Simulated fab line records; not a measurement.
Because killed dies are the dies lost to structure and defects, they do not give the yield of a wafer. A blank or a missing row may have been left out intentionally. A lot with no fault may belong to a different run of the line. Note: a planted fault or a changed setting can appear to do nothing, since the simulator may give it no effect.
Comparing a struck lot with a sound one	flow sky130	12 steps out of a route of 708
Sound: these wafers, L814.1, L814.2, L814.5. Struck: wafers L830.1, L830.4, L830.6. The cause is given at the end.
Per side, at each step with rows, come the tool, then ch with its chambers, and then its first start. Under that, the readings that differ: sound wafers	struck wafers	difference of the means	sigmas: that difference in standard deviations of wafers without a fault.
alike: words and numbers the same on both sides, and readings whose means are apart by under 2 such deviations; not compared: readings that were withheld, readings missing a value for some wafer, numbers with overlapping values and no deviation given by the record, and bounds like >300 which may hide the same value.
A row with sigmas, a row that says differs or no value, or rows on one side alone: a step with any of these is where the two part. Numbers that have no deviation but don't overlap get no sigmas and don't part them. Lack of a reading on every wafer of one side parts them only where that side has two or more wafers.

SKY_FIELD_ISO_BOW_MEAS_00:
  sound: film-metro-02 at day 1 15:00; struck: film-metro-02 at day 4 23:00
  alike: INCOMING_BOW
then, 1 step without rows for these wafers: SKY_FIELD_ISO_OXIDATION_01 (stabilise 600 s, purge 300 s, target thk 12 nm).
SKY_FIELD_ISO_THK_MEAS_02:
  sound: film-metro-03 at day 1 17:33; struck: film-metro-02 at day 5 01:54
  alike: FIELD_ISO_OXIDATION_00_THK
then, 1 step without rows for these wafers: SKY_FIELD_ISO_CVD_03 (deposits Si3N4 from DCS/NH3, target thk 165 nm, time 2830 s).
SKY_FIELD_ISO_THK_MEAS_04:
  sound: film-metro-01 at day 1 19:23; struck: film-metro-03 at day 5 03:45
reading	sound	struck	difference	sigmas
FIELD_ISO_CVD_03_THK (nm)	168.6 166.1 166.1	163.4 164.5 161.5	-3.8	-3
then, 5 steps without rows for these wafers: SKY_FIELD_ISO_DEHYDRATE_05 (time 60 s); SKY_FIELD_ISO_HMDS_06 (prime time 60 s); SKY_FIELD_ISO_COAT_07 (resist thk 60 nm); SKY_FIELD_ISO_COAT_08 (resist thk 450 nm); SKY_FIELD_ISO_SOFTBAKE_09 (time 90 s).
SKY_FIELD_ISO_EXPOSE_10: exposes mask FOM, target cd 150 nm.
  sound on krf-scanner-02 ch 0, day 2 02:39; struck on krf-scanner-02, day 5 12:24
  no value came back on the struck wafers for exposure-dose-mJ-cm2, focus-offset-nm (nm), na; on the sound wafers exposure-dose-mJ-cm2 reads 27.965 27.974 27.944
  alike: mask
then, 1 step without rows for these wafers: SKY_FIELD_ISO_PEB_11.

WHERE THEY PART
Earliest at SKY_FIELD_ISO_THK_MEAS_04; latest, in this record, at SKY_FIELD_ISO_EXPOSE_10.

WHY: whatever the simulator had introduced
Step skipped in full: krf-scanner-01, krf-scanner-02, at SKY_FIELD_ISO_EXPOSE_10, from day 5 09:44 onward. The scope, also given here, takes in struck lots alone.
